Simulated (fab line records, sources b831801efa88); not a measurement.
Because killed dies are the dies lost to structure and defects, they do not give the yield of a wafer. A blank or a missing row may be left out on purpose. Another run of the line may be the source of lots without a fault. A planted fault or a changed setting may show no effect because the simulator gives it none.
Chamber matching    flow sky130    SKY_CONTACT_CMP_27 on cmp-02: 4 sister chambers
The step polishes, stops on SiO2, t overpolish 15 s, target thk 0 nm. 8 wafers are shown with their chamber, then 7 later ones without.

## WAFERS, EACH WITH ITS CHAMBER
wafer   chamber  motor-current-A (A)  overpolish-run-s (s)
L952.4  2        11.7                 14.992
L952.6  2        12.0                 14.992
L956.5  0        10.2                 14.999
L959.2  0        10.7                 14.996
L959.4  3        11.1                 14.987
L959.6  1        11.3                 14.974
L968.2  3        11.7                 15.004
L968.3  1        11.3                 15.006

## WAFERS WITHOUT THEIR CHAMBER
wafer   motor-current-A (A)  overpolish-run-s (s)
L968.4  9.9                  15.004
L971.2  11.9                 15.005
L971.5  11.2                 15.017
L971.6  12.5                 15.008
L972.3  10.2                 14.984
L972.4  11.5                 14.986
L972.5  11.3                 14.997

## CHAMBER TAKEN BY EACH
wafer   from the rows above                in truth
L968.4  0                                  0
L971.2  can't be placed: 2 or 3 or 1       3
L971.5  can't be placed: 3 or 1 or 2 or 0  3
L971.6  can't be placed: 2 or 3 or 1       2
L972.3  0                                  0
L972.4  can't be placed: 1 or 3 or 2       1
L972.5  can't be placed: 3 or 1 or 2       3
Correct placement for 2 of the 7. Not placeable from these rows: 5 (in 5, the candidates include the true chamber). Number placed wrongly: 0.
How it was worked out, from the rows above alone: a wafer's distance from a chamber is the root of the sum, over the readings, of the square of ((its reading less the chamber's mean) divided by the reading's scatter). The wafer belongs to the nearest chamber; if the next one is less than 2 further off, it can't be placed. Each chamber's mean is taken over the wafers shown for it. How the scatter is found: for the shown wafers, subtract from each reading the mean of its chamber, square and add these, divide the total by (wafers less chambers), then take the root.
